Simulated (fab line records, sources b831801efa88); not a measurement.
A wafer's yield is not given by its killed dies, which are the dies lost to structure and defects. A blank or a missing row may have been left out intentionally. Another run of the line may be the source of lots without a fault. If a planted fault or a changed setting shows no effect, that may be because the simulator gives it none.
The same fault as seen by 2 desks + flow sky130 + every desk sees just its own numbers, and what lay behind them comes last

## METROLOGY DESK
What the gauges read for every lot (on any tool): the sampled wafers with a number, averaged. Marked OUT: a lot whose mean sits more than 4 standard deviations from the usual mean, which makes it out of limits; the brackets give that distance.
Columns: A = LDD_N_TW at SKY_LDD_N_TW_MEAS_17, usual 2570
| lot  | first seen here | A    |
|------|-----------------|------|
| L103 | day 18 03:41    | 2571 |
| L104 | day 18 04:11    | 2565 |
| L107 | day 18 22:42    | 2591 |
| L109 | day 19 21:20    | 2591 |
| L110 | day 20 10:03    | 2591 |
| L112 | day 21 01:21    | 2552 |
| L113 | day 21 04:17    | 2574 |
| L119 | day 24 04:10    | 2536 |
| L120 | day 24 11:27    | 2577 |
| L122 | day 24 20:31    | 2580 |
| L124 | day 26 08:26    | 2571 |
| L125 | day 26 18:28    | 2533 |
This desk's verdict: no lot among the 12 shows anything out of limits.

## FOR THE TOOL OWNER'S DESK: implanter-03
The tool's own readings at SKY_LDD_N_IMPLANT_15: means of the sampled wafers that have a number, for each lot that ran on this tool. Marked OUT: a lot whose mean sits more than 4 standard deviations from the usual mean, which makes it out of limits; the brackets give that distance.
Columns: A = doseIonsCm2 at SKY_LDD_N_IMPLANT_15, usual 5e+12; B = endStationPressureTorr at SKY_LDD_N_IMPLANT_15, usual 5e-06 Torr
| lot  | first seen here | A               | B     |
|------|-----------------|-----------------|-------|
| L104 | day 18 03:59    | 5e+12           | 5e-06 |
| L109 | day 19 21:07    | 5e+12           | 5e-06 |
| L110 | day 20 09:48    | 5e+12 (+44) OUT | 5e-06 |
| L113 | day 21 04:02    | 5e+12 (+43) OUT | 5e-06 |
| L119 | day 24 03:55    | 5e+12           | 5e-06 |
| L120 | day 24 11:12    | 5e+12           | 5e-06 |
| L122 | day 24 20:16    | 5e+12           | 5e-06 |
| L124 | day 26 08:11    | 5e+12           | 5e-06 |
This desk's verdict: out of limits on L110, L113, starting with L110 at day 20 09:48 (doseIonsCm2 at SKY_LDD_N_IMPLANT_15). Within limits: L104, L109, L119, L120, L122, L124.

## TAKEN TOGETHER
The tool owner's desk had the chance to raise an alarm at day 20 09:48 on L110, L113.
Nothing out of limits was seen by the metrology desk.
The metrology desk holds a record of L110, L113, inside its limits.
Every lot named ran SKY_LDD_N_IMPLANT_15 on implanter-03.

## WHAT HAD BEEN PUT IN BY THE SIMULATOR
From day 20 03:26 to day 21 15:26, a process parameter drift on implanter-03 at SKY_LDD_N_IMPLANT_15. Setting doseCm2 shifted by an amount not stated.
Lots struck among those shown: L110, L113.
How many hours passed from the start of the fault until each desk's first out-of-limits reading: the tool owner's desk, 6.
